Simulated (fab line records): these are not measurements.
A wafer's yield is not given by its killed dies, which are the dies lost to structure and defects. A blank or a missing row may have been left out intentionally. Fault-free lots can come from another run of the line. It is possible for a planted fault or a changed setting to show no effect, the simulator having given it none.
fab line records	flow gf180mcu
record lots=14	wafers=42	last_day=34
route steps=602 shown STI@18 V3@451 M4@461 V4@481
lots untouched by any fault: they come from a run of this same line in which no faults occurred
start_h: the number of hours between the record's first day and the start of the first shown wafer of the lot	wait_h: hours since the lot's step before	" as in the row above	L1.1+2: several wafers, shown together as one row	- no value present, or no start provided	* or withheld: withheld	< > ~ a bound
route shown NAME@n: a module of which the file shows steps, and the number in the route of the first	usual: mean and standard deviation over wafers with no fault	same: alike in all rows	chamber/n: place in a boat	sites: readings site by site	_std_site: how widely they spread, as a standard deviation	_edge_site: the outer-site mean with the inner-site mean subtracted	radius_mm: for every site, how far away it sits from the centre of the wafer	mask NAME#n: copy n	behind: the most recent tool/chamber to have shaped the wafer	hold: reason for holding the lot/hours on hold/outcome of the hold	device: the n, p or np transistor that did not switch	end of line: the same wafers' tests at the end of the route	a step without rows: its recipe alone	killed: count of dies lost to structure and defects at first sort (not the wafer's yield)	map: dies across one wafer; x = killed, . = not, _ = none there
set.NAME: the setting as run; set.NAME@STEP: as run at that earlier step	model.NAME: the simulator's own value behind a step, which no gauge read
one table for each step of the route and one row for each wafer, over a sample of lots
services: from which hour (start_h, from the record's first day; less than 0 if before it) a tool's chamber was out of use, for how many hours, and why
## steps
# step GF_STI_WET_ETCH_17
# recipe chemistry=H3PO4	target_depth_nm=45	temp_c=160	target=Si3N4	time_s=514
# usual run_length_s=542/3.6
lot.wafer	tool	chamber	start_h	wait_h	run_length_s
L461.2	wet_bench-03	3	36.08	0.0	546
L461.4	"	3	"	"	546
L461.6	"	3	"	"	546
L463.1	wet_bench-02	1	45.83	0.0	541
L463.3	"	1	"	"	541
L463.4	"	1	"	"	541
L464.3	wet_bench-02	0	50.91	0.0	548
L464.5	"	0	"	"	548
L464.6	"	0	"	"	548
L465.2	wet_bench-03	2	56.03	0.0	539
L465.3	"	2	"	"	539
L465.5	"	2	"	"	539
L467.1	wet_bench-02	3	66.48	0.0	547
L467.3	"	3	"	"	547
L467.5	"	3	"	"	547
L468.2	wet_bench-03	1	74.58	0.0	538
L468.3	"	1	"	"	538
L468.5	"	1	"	"	538
L469.3	wet_bench-01	2	77.13	0.0	540
L469.5	"	2	"	"	540
L469.6	"	2	"	"	540
L470.1	wet_bench-02	3	82.13	0.0	541
L470.3	"	3	"	"	541
L470.4	"	3	"	"	541
L471.1	wet_bench-03	0	88.18	0.0	539
L471.2	"	0	"	"	539
L471.4	"	0	"	"	539
L473.2	wet_bench-03	3	98.03	0.0	537
L473.4	"	3	"	"	537
L473.5	"	3	"	"	537
L475.1	wet_bench-01	1	107.49	0.0	541
L475.3	"	1	"	"	541
L475.4	"	1	"	"	541
L476.1	wet_bench-03	2	113.53	0.0	299
L476.3	"	2	"	"	299
L476.4	"	2	"	"	299
L480.1	wet_bench-03	1	134.90	0.0	291
L480.3	"	1	"	"	291
L480.6	"	1	"	"	291
L482.1	wet_bench-01	2	144.33	0.0	540
L482.3	"	2	"	"	540
L482.4	"	2	"	"	540
# step GF_V3_SPUTTER_22
# recipe material=TiN	target_thk_nm=10	chamber_pressure_pa=5	power_w=4000	time_s=40
# usual cathode_dc_power_W=4000.0/0.77	throttle_valve_pct=30.0/1.3
lot.wafer	tool	chamber	start_h	wait_h	cathode_dc_power_W	throttle_valve_pct
L461.2	pvd_sputter-04	-	533.76	0.0	3999.1	27.6
L461.4	"	-	"	"	4001.0	27.4
L461.6	"	-	"	"	3999.7	32.2
L463.1	pvd_sputter-04	-	547.02	0.0	3999.3	32.5
L463.3	"	-	"	"	4000.0	30.3
L463.4	"	-	"	"	3999.4	27.6
L464.3	pvd_sputter-01	-	559.96	0.0	3999.7	31.3
L464.5	"	-	"	"	3999.7	31.8
L464.6	"	-	"	"	4000.6	29.7
L465.2	pvd_sputter-03	-	567.41	0.0	4001.8	30.5
L465.3	"	-	"	"	4000.3	29.2
L465.5	"	-	"	"	3998.9	28.8
L467.1	pvd_sputter-03	-	584.51	0.0	4000.6	28.9
L467.3	"	-	"	"	3999.4	30.6
L467.5	"	-	"	"	3999.9	28.5
L468.2	pvd_sputter-04	-	596.52	0.0	3999.7	32.4
L468.3	"	-	"	"	3999.0	30.3
L468.5	"	-	"	"	4000.6	27.4
L469.3	pvd_sputter-01	-	601.29	0.0	3998.7	28.8
L469.5	"	-	"	"	4001.2	29.3
L469.6	"	-	"	"	4000.3	30.1
L470.1	pvd_sputter-03	-	606.73	0.0	3999.6	30.5
L470.3	"	-	"	"	4000.6	28.8
L470.4	"	-	"	"	4000.8	30.4
L471.1	pvd_sputter-01	-	614.39	0.0	4000.2	29.0
L471.2	"	-	"	"	4000.4	31.6
L471.4	"	-	"	"	4000.2	30.3
L473.2	pvd_sputter-03	-	626.79	0.0	3999.5	30.5
L473.4	"	-	"	"	3999.3	28.7
L473.5	"	-	"	"	4000.1	29.2
L475.1	pvd_sputter-01	-	642.02	0.0	4000.1	31.4
L475.3	"	-	"	"	3999.1	29.4
L475.4	"	-	"	"	4001.0	29.9
L476.1	pvd_sputter-03	-	650.61	0.0	4000.8	30.7
L476.3	"	-	"	"	4000.5	28.9
L476.4	"	-	"	"	3999.2	29.1
L480.1	pvd_sputter-01	-	679.26	0.0	3999.8	29.8
L480.3	"	-	"	"	3999.3	29.4
L480.6	"	-	"	"	3999.4	29.9
L482.1	pvd_sputter-04	-	686.80	0.0	4000.4	27.5
L482.3	"	-	"	"	4000.2	27.8
L482.4	"	-	"	"	3999.6	32.7
# step GF_M4_RS_MEAS_05
# recipe thk_meas_gauge=four-point-probe	reads=TiN_of_M4_SPUTTER_04+Ti_of_M4_SPUTTER_03+AlCu_of_M4_SPUTTER_02+TiN_of_M4_SPUTTER_01+Ti_of_M4_SPUTTER_00
# usual M4_ALCU_RS=0.0693/0.00075
lot.wafer	tool	chamber	start_h	wait_h	M4_ALCU_RS[ohm/sq]
L461.2	film_metro-02	-	534.63	0.0	0.0688
L461.4	"	-	"	"	0.0682
L461.6	"	-	"	"	0.0688
L463.1	film_metro-04	-	547.87	0.0	0.0693
L463.3	"	-	"	"	0.0683
L463.4	"	-	"	"	0.0688
L464.3	film_metro-02	-	560.85	0.1	0.0706
L464.5	"	-	"	"	0.0699
L464.6	"	-	"	"	0.0697
L465.2	film_metro-01	-	568.28	0.0	0.0686
L465.3	"	-	"	"	0.0691
L465.5	"	-	"	"	0.0692
L467.1	film_metro-02	-	585.36	0.0	0.0685
L467.3	"	-	"	"	0.0690
L467.5	"	-	"	"	0.0689
L468.2	film_metro-02	-	597.39	0.0	0.0692
L468.3	"	-	"	"	0.0691
L468.5	"	-	"	"	0.0692
L469.3	film_metro-04	-	602.19	0.1	0.0694
L469.5	"	-	"	"	0.0697
L469.6	"	-	"	"	0.0693
L470.1	film_metro-02	-	607.58	0.0	0.0695
L470.3	"	-	"	"	0.0696
L470.4	"	-	"	"	0.0707
L471.1	film_metro-04	-	615.24	0.0	0.0703
L471.2	"	-	"	"	0.0697
L471.4	"	-	"	"	0.0706
L473.2	film_metro-02	-	627.66	0.0	0.0693
L473.4	"	-	"	"	0.0696
L473.5	"	-	"	"	0.0694
L475.1	film_metro-02	-	642.87	0.0	0.0683
L475.3	"	-	"	"	0.0684
L475.4	"	-	"	"	0.0687
L476.1	film_metro-01	-	651.46	0.0	0.0706
L476.3	"	-	"	"	0.0708
L476.4	"	-	"	"	0.0707
L480.1	film_metro-04	-	680.13	0.0	0.0702
L480.3	"	-	"	"	0.0703
L480.6	"	-	"	"	0.0702
L482.1	film_metro-01	-	688.37	0.0	0.0693
L482.3	"	-	"	"	0.0693
L482.4	"	-	"	"	0.0691
# step GF_V4_BOW_MEAS_05
# recipe mode=bow
# usual V4_BOW=135/10
lot.wafer	tool	chamber	start_h	wait_h	V4_BOW[um]
L461.2	film_metro-01	-	558.58	0.2	112
L461.4	"	-	"	"	120
L461.6	"	-	"	"	123
L463.1	film_metro-01	-	571.41	0.1	119
L463.3	"	-	"	"	123
L463.4	"	-	"	"	140
L464.3	film_metro-01	-	584.00	0.2	149
L464.5	"	-	"	"	150
L464.6	"	-	"	"	139
L465.2	film_metro-04	-	590.99	0.2	149
L465.3	"	-	"	"	137
L465.5	"	-	"	"	131
L467.1	film_metro-03	-	607.88	0.2	137
L467.3	"	-	"	"	138
L467.5	"	-	"	"	130
L468.2	film_metro-01	-	618.78	0.1	137
L468.3	"	-	"	"	134
L468.5	"	-	"	"	135
L469.3	film_metro-03	-	624.50	0.2	134
L469.5	"	-	"	"	147
L469.6	"	-	"	"	146
L470.1	film_metro-01	-	628.99	0.1	139
L470.3	"	-	"	"	140
L470.4	"	-	"	"	131
L471.1	film_metro-03	-	637.52	0.1	134
L471.2	"	-	"	"	140
L471.4	"	-	"	"	131
L473.2	film_metro-01	-	649.58	0.3	133
L473.4	"	-	"	"	133
L473.5	"	-	"	"	145
L475.1	film_metro-04	-	664.10	0.1	122
L475.3	"	-	"	"	124
L475.4	"	-	"	"	134
L476.1	film_metro-03	-	672.45	0.2	131
L476.3	"	-	"	"	142
L476.4	"	-	"	"	136
L480.1	film_metro-04	-	700.13	0.2	118
L480.3	"	-	"	"	123
L480.6	"	-	"	"	125
L482.1	film_metro-03	-	708.51	0.2	158
L482.3	"	-	"	"	151
L482.4	"	-	"	"	151
## services
tool	chamber	start_h	hours	kind
pvd_sputter-01	-	67.18	17.0	repair
wet_bench-02	-	89.61	1.9	pm
pvd_sputter-03	-	97.19	1.1	repair
pvd_sputter-01	-	257.74	1.9	repair
wet_bench-03	-	293.27	3.9	repair
pvd_sputter-04	-	398.94	3.2	repair
wet_bench-01	-	400.01	1.9	pm
pvd_sputter-01	-	400.45	1.4	repair
pvd_sputter-01	-	412.27	0.6	repair
pvd_sputter-01	-	438.60	2.9	repair
wet_bench-02	-	472.89	3.2	repair
pvd_sputter-03	-	509.71	2.5	repair
pvd_sputter-01	-	533.63	1.5	repair
pvd_sputter-01	-	551.98	7.7	repair
pvd_sputter-01	-	570.48	26.4	repair
wet_bench-01	-	577.38	3.6	repair
wet_bench-02	-	581.89	25.2	repair
pvd_sputter-03	-	587.65	2.4	repair
pvd_sputter-01	-	642.42	2.9	repair
pvd_sputter-03	-	664.54	1.5	repair
pvd_sputter-03	-	676.32	7.0	repair
## key
first_sign step=GF_STI_WET_ETCH_17	reading=run_length_s	direction=down	sigmas=69	usual=*	struck=*
effect none on later readings
met_at GF_STI_WET_ETCH_17
struck_lots L476,L480
sort_left_out L476.1,L476.3,L476.4,L480.1,L480.3,L480.6
tester_left_out L476,L480
not_acting_at GF_V3_SPUTTER_22,GF_M4_RS_MEAS_05,GF_V4_BOW_MEAS_05
onset_between 98.03 113.53
fault kind=process_parameter_drift	tool=wet_bench-03	chamber=-	onset_h=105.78	steps=GF_STI_WET_ETCH_17	channel=time_s	offset=*	shape=step	end_h=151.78	acts_in=*	stated=*
# tester_left_out: of these lots the tester's yield and bins aren't shown, on N5 and GAA mostly nor the transistor test; their killed dies are dies lost to structure and defects alone, not to doping, threshold or leakage, so they don't give the yield
# sort_left_out: the simulated sort isn't trusted on such a fault, so these wafers' sort isn't shown, and their yield isn't known
